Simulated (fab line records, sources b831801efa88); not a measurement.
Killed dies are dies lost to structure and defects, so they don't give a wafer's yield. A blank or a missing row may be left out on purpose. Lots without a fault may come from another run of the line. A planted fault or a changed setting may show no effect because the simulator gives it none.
A struck lot beside a sound one | flow sfq_line | 14 steps out of a route of 325
Sound: wafers L571.2, L571.3, L571.4. Struck: wafers L565.1, L565.5, L565.6. The cause comes at the end.
At each step with rows: each side's tool, then ch and its chambers, then its first start. Under that, the readings that differ: sound wafers | struck wafers | difference of the means | sigmas: that difference in standard deviations of wafers without a fault.
alike: readings whose means differ by less than 2 such deviations, and words and numbers that are the same on both sides. not compared: withheld readings, readings that some wafer has no value for, bounds like >300 that may hide the same value, and numbers for which the record gives no deviation and whose values overlap.
The two part at a step that has a row with sigmas, a row that says differs or no value, or rows on one side only. Numbers that don't overlap but have no deviation are shown without sigmas and don't part them. A reading that every wafer of one side lacks parts them only if that side has two wafers or more.

first, 6 steps without rows for these wafers: SFQ_TRILAYER_M3_LITHO_COAT_080 (resist thk 62 nm); SFQ_TRILAYER_M3_LITHO_COAT_075 (resist thk 600 nm); SFQ_TRILAYER_M3_LITHO_SOFTBAKE_079; SFQ_TRILAYER_M3_LITHO_EXPOSE_076 (exposes mask M3, target cd 500 nm); SFQ_TRILAYER_M3_LITHO_PEB_078 (peb time 60 s); SFQ_TRILAYER_M3_LITHO_DEVELOP_077 (time 60 s).
SFQ_M3_OVL_MEAS_921:
  sound on overlay-02, day 56 05:42; struck on overlay-01, day 52 02:06
  alike: M3_OVL
SFQ_TRILAYER_M3_BARC_OPEN_METAL_ETCH_100: etches BARC in O2, target depth 125 nm, time 41.7 s.
  sound on rie_metal-04 ch 0,1, day 56 05:44; struck on rie_metal-01 ch 0,1, day 52 02:08
  reading                     | sound       | struck      | difference | sigmas
  drypump_motor_current_A (A) | 6.6 6.7 6.5 | 5.4 5.4 5.6 | -1.1       | -3
  alike: oes_product_au
  not compared: rf_hours_counter_h
SFQ_TRILAYER_M3_ETCH_METAL_ETCH_078: etches Nb in Cl2/Ar, stops on SiO2, target depth 240 nm, time 120 s.
  sound on rie_metal-04 ch 0,1, day 56 05:47; struck on rie_metal-01 ch 0,1, day 52 02:12
  reading                     | sound             | struck            | difference | sigmas
  drypump_motor_current_A (A) | 6.6 6.6 6.5       | 5.3 5.4 5.6       | -1.1       | -3
  oes_product_au (a.u.)       | 0.888 0.880 0.881 | 0.907 0.904 0.907 | +0.023     | +3
  not compared: rf_hours_counter_h
SFQ_TRILAYER_M3_STRIP_STRIP_079: strips in O2.
  sound on rie_metal-04 ch 0,1, day 56 05:55; struck on rie_metal-01 ch 0,1, day 52 02:19
  reading                     | sound       | struck      | difference | sigmas
  drypump_motor_current_A (A) | 6.6 6.6 6.5 | 5.4 5.4 5.6 | -1.1       | -2
  alike: oes_product_au
  not compared: rf_hours_counter_h
then, 1 step without rows for these wafers: SFQ_TRILAYER_M3_STRIP_SOLV_CLEAN_080 (cleans in NMP, time 600 s).
SFQ_TRILAYER_I3_DEP_PECVD_081: deposits SiO2 from SiH4/N2O, time 111.11 s, target thk 500 nm.
  sound on pecvd-03 ch 0,2, day 56 06:41; struck on pecvd-04 ch 0,2, day 52 03:06
  reading                                             | sound             | struck            | difference | sigmas
  heater_power_outer_w (W)                            | 15 44 45          | 6 11 20           | -22        | -3
  heater_power_w (W)                                  | 61 108 111        | 54 60 74          | -31        | -3
  rf_fwd_power_W (W)                                  | 182.4 182.7 182.4 | 256.8 256.2 255.2 | +73.6      | +99 or more
  showerhead_vpp_V (V)                                | 926 818 803       | 983 975 954       | +122       | +3
  model.SiO2_of_TRILAYER_I3_DEP_PECVD_081.thk_nm (nm) | 493.1 492 499.9   | 554.8 560.3 568   | +66.0      |
  alike: throttle_valve_pct
SFQ_TRILAYER_I3_CMP_CMP_082: polishes SiO2.
  sound on cmp-02 ch 0,1,3, day 56 10:58; struck on cmp-02 ch 0,2,3, day 52 04:43
  reading                | sound       | struck      | difference | sigmas
  time_to_endpoint_s (s) | 209 210 212 | 251 265 271 | +52        | +8
  alike: motor_current_A
SFQ_I3_BOW_MEAS_922:
  sound on film_metro-04, day 56 13:59; struck on film_metro-04, day 52 06:13
  alike: I3_BOW

WHERE THEY PART
First at SFQ_TRILAYER_M3_BARC_OPEN_METAL_ETCH_100; last, within this record, at SFQ_TRILAYER_I3_CMP_CMP_082. Later steps at which nothing parts them and some readings are alike: SFQ_I3_BOW_MEAS_922.

WHY: what the simulator had put in
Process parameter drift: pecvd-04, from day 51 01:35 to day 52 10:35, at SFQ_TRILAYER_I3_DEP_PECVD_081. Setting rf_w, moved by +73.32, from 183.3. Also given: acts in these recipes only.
